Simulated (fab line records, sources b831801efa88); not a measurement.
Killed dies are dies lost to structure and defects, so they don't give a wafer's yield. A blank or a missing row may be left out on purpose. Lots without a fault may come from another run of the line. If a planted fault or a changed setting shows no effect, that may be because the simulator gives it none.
Which of the tools did it?	flow gf180mcu	36 wafers from 12 lots sampled at 6 of the route's 602 steps

## WHAT EACH GAUGE READ, for each wafer
GF_V4_THK_MEAS_03.
lot	measured	on	V4_CVD_02_THK (nm)
L466	day 23 10:39	film-metro-04	845 858 854
L468	day 24 05:11	film-metro-03	843 843 857
L469	day 24 10:07	film-metro-01	725 748 730
L470	day 24 16:32	film-metro-04	742 743 748
L479	day 28 05:43	film-metro-04	861 845 869
L480	day 28 06:23	film-metro-01	857 844 850
L481	day 28 09:35	film-metro-03	831 848 855
L482	day 28 19:29	film-metro-01	853 862 854
L483	day 29 04:02	film-metro-04	846 860 860
L487	day 30 07:58	film-metro-01	832 854 858
L486	day 30 08:28	film-metro-01	850 856 870
L488	day 31 03:20	film-metro-01	844 860 861

GF_V4_BOW_MEAS_05.
lot	measured	on	V4_BOW (um)
L466	day 23 11:01	film-metro-03	141 139 138
L468	day 24 05:32	film-metro-01	130 141 143
L469	day 24 10:29	film-metro-04	130 128 139
L470	day 24 16:55	film-metro-04	146 148 162
L479	day 28 06:05	film-metro-04	140 135 135
L480	day 28 06:46	film-metro-01	133 145 144
L481	day 28 09:58	film-metro-03	121 128 132
L482	day 28 19:51	film-metro-01	140 136 145
L483	day 29 04:25	film-metro-03	132 141 123
L487	day 30 08:21	film-metro-04	133 130 138
L486	day 30 08:50	film-metro-01	131 126 126
L488	day 31 03:41	film-metro-01	136 130 132

## WHAT TOOL EACH LOT RAN ON (gives the tool, then ch and the chambers of the sampled wafers, and finally the start)
lot	GF_M4_SPUTTER_00	GF_M4_SPUTTER_02	GF_V4_CVD_02	GF_V4_CMP_04
L466	pvd-sputter-02, day 22 10:17	pvd-sputter-02, day 22 10:25	pecvd-03 ch 0,2, day 23 10:34	cmp-02 ch 2,3, day 23 10:45
L468	pvd-sputter-01, day 23 05:49	pvd-sputter-01, day 23 05:57	pecvd-03 ch 1,2, day 24 05:05	cmp-02 ch 0,2, day 24 05:17
L469	pvd-sputter-02, day 23 10:38	pvd-sputter-02, day 23 10:46	pecvd-03 ch 1,2, day 24 10:02	cmp-02 ch 1,2, day 24 10:10
L470	pvd-sputter-02, day 23 17:56	pvd-sputter-02, day 23 18:04	pecvd-03 ch 0,1, day 24 16:26	cmp-02 ch 0,1,2, day 24 16:40
L479	pvd-sputter-02, day 27 08:30	pvd-sputter-02, day 27 08:38	pecvd-01 ch 1,2, day 28 05:38	cmp-02 ch 1,3, day 28 05:46
L480	pvd-sputter-01, day 27 08:40	pvd-sputter-01, day 27 08:48	pecvd-04 ch 0,1,2, day 28 06:19	cmp-01 ch 1,2,3, day 28 06:26
L481	pvd-sputter-03, day 27 11:57	pvd-sputter-03, day 27 12:05	pecvd-01 ch 0,2, day 28 09:31	cmp-02 ch 1,3, day 28 09:41
L482	pvd-sputter-03, day 27 21:56	pvd-sputter-03, day 27 22:04	pecvd-03 ch 1,2, day 28 19:25	cmp-01 ch 1,3, day 28 19:36
L483	pvd-sputter-03, day 28 07:20	pvd-sputter-03, day 28 07:28	pecvd-04 ch 0,2, day 29 03:57	cmp-01 ch 0,2, day 29 04:05
L487	pvd-sputter-02, day 29 12:25	pvd-sputter-02, day 29 12:34	pecvd-03 ch 0,2, day 30 07:53	cmp-01 ch 1,2, day 30 08:04
L486	pvd-sputter-01, day 29 12:55	pvd-sputter-01, day 29 13:02	pecvd-04 ch 1,2, day 30 08:23	cmp-02 ch 0,2,3, day 30 08:37
L488	pvd-sputter-01, day 30 08:17	pvd-sputter-01, day 30 08:25	pecvd-03 ch 0,1, day 31 03:16	cmp-02 ch 0,1,3, day 31 03:26
- GF_M4_SPUTTER_00: material Ti, target thk 37.5 nm, time 150 s.
- GF_M4_SPUTTER_02: material AlCu, target thk 450 nm, time 23.9 s.
- GF_V4_CVD_02: deposits SiO2 from TEOS, target thk 850 nm, time 94.851 s.
- GF_V4_CMP_04: polishes SiO2.

## AS READ BY THE TOOLS THEMSELVES (means over the sampled wafers that have a number; for cases with no such wafer, the mark the record gives instead)
GF_M4_SPUTTER_00.
lot	tool	throttle-valve-pct (%)
L466	pvd-sputter-02	29.6
L468	pvd-sputter-01	30.5
L469	pvd-sputter-02	29.6
L470	pvd-sputter-02	28.9
L479	pvd-sputter-02	30.4
L480	pvd-sputter-01	30.5
L481	pvd-sputter-03	28.5
L482	pvd-sputter-03	29.5
L483	pvd-sputter-03	28.6
L487	pvd-sputter-02	29.5
L486	pvd-sputter-01	29.2
L488	pvd-sputter-01	30.1

GF_M4_SPUTTER_02.
lot	tool	throttle-valve-pct (%)
L466	pvd-sputter-02	29.7
L468	pvd-sputter-01	30.5
L469	pvd-sputter-02	29.6
L470	pvd-sputter-02	28.9
L479	pvd-sputter-02	30.3
L480	pvd-sputter-01	30.6
L481	pvd-sputter-03	28.6
L482	pvd-sputter-03	29.5
L483	pvd-sputter-03	28.6
L487	pvd-sputter-02	29.6
L486	pvd-sputter-01	29.1
L488	pvd-sputter-01	29.7

GF_V4_CVD_02.
lot	tool	heater-power-w (W)
L466	pecvd-03	633
L468	pecvd-03	580
L469	pecvd-03	599
L470	pecvd-03	621
L479	pecvd-01	572
L480	pecvd-04	604
L481	pecvd-01	668
L482	pecvd-03	626
L483	pecvd-04	543
L487	pecvd-03	677
L486	pecvd-04	563
L488	pecvd-03	598

GF_V4_CMP_04.
lot	tool	motor-current-A (A)	time-to-endpoint-s (s)
L466	cmp-02	12.8	82
L468	cmp-02	12.8	80
L469	cmp-02	11.9	37
L470	cmp-02	12.6	40
L479	cmp-02	11.6	86
L480	cmp-01	12.5	83
L481	cmp-02	11.4	79
L482	cmp-01	12.9	82
L483	cmp-01	10.3	86
L487	cmp-01	13.0	89
L486	cmp-02	12.8	80
L488	cmp-02	12.6	80

## THE ANSWER, worked out from the rows above alone
Rule: what is usual is taken from the lots themselves. Put in order of their means at a reading, lots are off if they are a third of the lots or fewer, leave a main group of 4 or more, and stand apart from it by a gap of 3 or more times the standard deviation of the main group's means; of several such gaps the widest counts. Not used: any main group whose means are identical at the precision the tables above print for the reading. Also off: a lot with no number at a reading for which 4 or more lots have one. The other lots that the step has rows for count as sound. First the gauges in route order, then the tools' own readings, where a lot's mean is used as printed above. At the first step where some lot is off, the reading lying furthest off is the one used; lots without a number count as furthest.
Off: L469, L470, at GF_V4_THK_MEAS_03 (V4_CVD_02_THK). The main group has a mean of 853 nm with a standard deviation of 4.6.
If a tool, at a process step before that reading, ran all the lots that are off and no sound lot after the first of them, it fits. The gauges at GF_V4_THK_MEAS_03 aren't tried: what is off there is off at GF_V4_CMP_04 too, on other tools, and a gauge's error can't cause that. Of those tried, none fits.

## WHAT WAS PUT IN BY THE SIMULATOR
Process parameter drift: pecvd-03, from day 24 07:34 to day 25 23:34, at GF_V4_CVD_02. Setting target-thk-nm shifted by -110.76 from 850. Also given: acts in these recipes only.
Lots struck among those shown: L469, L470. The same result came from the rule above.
